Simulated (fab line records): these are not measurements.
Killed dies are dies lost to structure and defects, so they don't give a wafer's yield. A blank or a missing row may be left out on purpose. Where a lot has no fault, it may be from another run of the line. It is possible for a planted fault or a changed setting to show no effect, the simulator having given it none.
A struck lot beside a sound one    flow sky130    22 out of 708 route steps
Sound: these wafers, L358.1, L358.4, L358.5. Struck: wafers L361.1, L361.3, L361.5. At the end, the cause is stated.
At each step with rows: each side's tool, then ch and its chambers, then its first start. Under that, the readings that differ: sound wafers    struck wafers    difference of the means    sigmas: that difference in standard deviations of wafers without a fault.
alike: a reading whose means differ by less than 2 such deviations, as well as words and numbers matching on both sides. not compared: withheld readings; readings where some wafer has no value; bounds like >300 that might hide an equal value; numbers whose values overlap and for which the record gives no deviation.
The two part at a step that has a row with sigmas, a row that says differs or no value, or rows on one side only. Non-overlapping numbers with no deviation appear without sigmas and do not part them. A reading missing from all wafers of one side parts the sides only when that side holds two or more wafers.

first, 3 steps without rows for these wafers: SKY_POLY_CUT_EXPOSE_05 (exposes mask NPCM, target cd 270 nm); SKY_POLY_CUT_PEB_06; SKY_POLY_CUT_DEVELOP_07 (develop time 60 s).
SKY_POLY_CUT_CD_MEAS_08 targets a cd of 270 nm.
  sound on cdSem-02 at day 24 13:38; struck on cdSem-01 at day 26 23:02
  alike: cdNm
SKY_POLY_CUT_OVL_MEAS_09:
  sound on overlay-02 at day 24 13:45; struck on overlay-01 at day 26 23:09
  alike: POLY_CUT_OVL
SKY_POLY_CUT_ETCH_10: etches BARC in N2/H2, stops on SiO2, time 45.9 s, target depth 60 nm.
  sound on rieDiel-01 ch 0,1,3, day 24 13:47; struck on rieDiel-04 ch 0,1,2, day 26 23:11
  alike: drypumpMotorCurrentA, n2FlowSccm, oesProductAu, throttleValvePct
  not compared: rfHoursCounterH
SKY_POLY_CUT_ETCH_11: etches Si3N4 in CF4/CH2F2/Ar, stops on poly-Si, time 42.5 s, target depth 60 nm.
  sound on rieDiel-01 ch 0,1,3, day 24 13:50; struck on rieDiel-04 ch 0,1,2, day 26 23:14
  alike: drypumpMotorCurrentA, oesProductAu, throttleValvePct
  not compared: rfHoursCounterH
SKY_POLY_CUT_STRIP_12: strips in O2/N2.
  sound on plasmaAsher-03 ch 0,1, day 24 13:52; struck on plasmaAsher-04 ch 0,1, day 26 23:16
  alike: drypumpMotorCurrentA, n2FlowSccm, oesProductAu, stripTimeToEndpointS
  not compared: rfHoursCounterH
then, 4 steps without rows for these wafers: SKY_SD_P_DEHYDRATE_00 (time 60 s); SKY_SD_P_HMDS_01 (prime time 60 s); SKY_SD_P_COAT_02 (resist thk 1140 nm); SKY_SD_P_SOFTBAKE_03 (time 60 s).
SKY_SD_P_EXPOSE_04: exposes mask PSDM, target cd 380 nm.
  sound on ilineStepper-01 ch 0, day 25 04:55; struck on ilineStepper-01 ch 0, day 27 13:49
reading  sound                 struck                   difference  sigmas
mask     PSDM#0 PSDM#0 PSDM#0  LDNTM#0 LDNTM#0 LDNTM#0  differs     
then, 2 steps without rows for these wafers: SKY_SD_P_PEB_05; SKY_SD_P_DEVELOP_06 (develop time 60 s).
SKY_SD_P_CD_MEAS_07 targets a cd of 380 nm.
  sound on cdSem-02 at day 25 19:20; struck on cdSem-01 at day 28 03:38
reading    sound              struck  difference                     sigmas
cdNm (nm)  374.1 376.9 375.8  - - -   no value on the struck wafers  
SKY_SD_P_OVL_MEAS_08:
  sound on overlay-02 at day 25 19:27; struck on overlay-01 at day 28 03:46
reading        sound          struck  difference                     sigmas
SD_P_OVL (nm)  -0.9 -0.2 0.6  - - -   no value on the struck wafers  
following that, these wafers have no rows for 1 step: SKY_SD_P_IMPLANT_09.
SKY_SD_P_STRIP_10: strips in O2/N2.
  sound on plasmaAsher-01 ch 0,1, day 25 19:38; struck on plasmaAsher-01 ch 0,1, day 28 03:57
  alike: drypumpMotorCurrentA, n2FlowSccm, oesProductAu, stripTimeToEndpointS
  not compared: rfHoursCounterH
SKY_SD_P_TW_MEAS_11:
  sound on filmMetro-02 at day 25 19:44; struck on filmMetro-04 at day 28 04:03
reading  sound           struck    difference  sigmas
SD_P_TW  2836 2855 2849  31 30 30  -2816       -99 or more
then, 1 step without rows for these wafers: SKY_RES_XHIGH_DEHYDRATE_00 (time 60 s).
-- the record jumps here: 20 days lie between the struck wafers' starts before and after (it left off in module RES_XHIGH and takes up again in module PAD_OPEN, whose first step shown is number 708 of the route) --
SKY_PAD_OPEN_PROBE_99:
  sound on prober-02 at day 46 00:44; struck on prober-02 at day 47 16:53
reading           sound      struck       difference  sigmas
killedAtFrontEnd  18 24 23   429 421 412  +399        +99 or more
killedDies        81 103 95  492 492 492  +399        +43
killedOnRim       12 18 18   96 96 96     +80         +20
  alike: killed_at_M0_to_M3, killed_at_M4_up, killedAtContacts, killedAtOther, killedOpen, killedShort

## WHERE THEY PART
At SKY_SD_P_EXPOSE_04 first; at SKY_PAD_OPEN_PROBE_99 last (within this record only).

WHY: whatever the simulator had introduced
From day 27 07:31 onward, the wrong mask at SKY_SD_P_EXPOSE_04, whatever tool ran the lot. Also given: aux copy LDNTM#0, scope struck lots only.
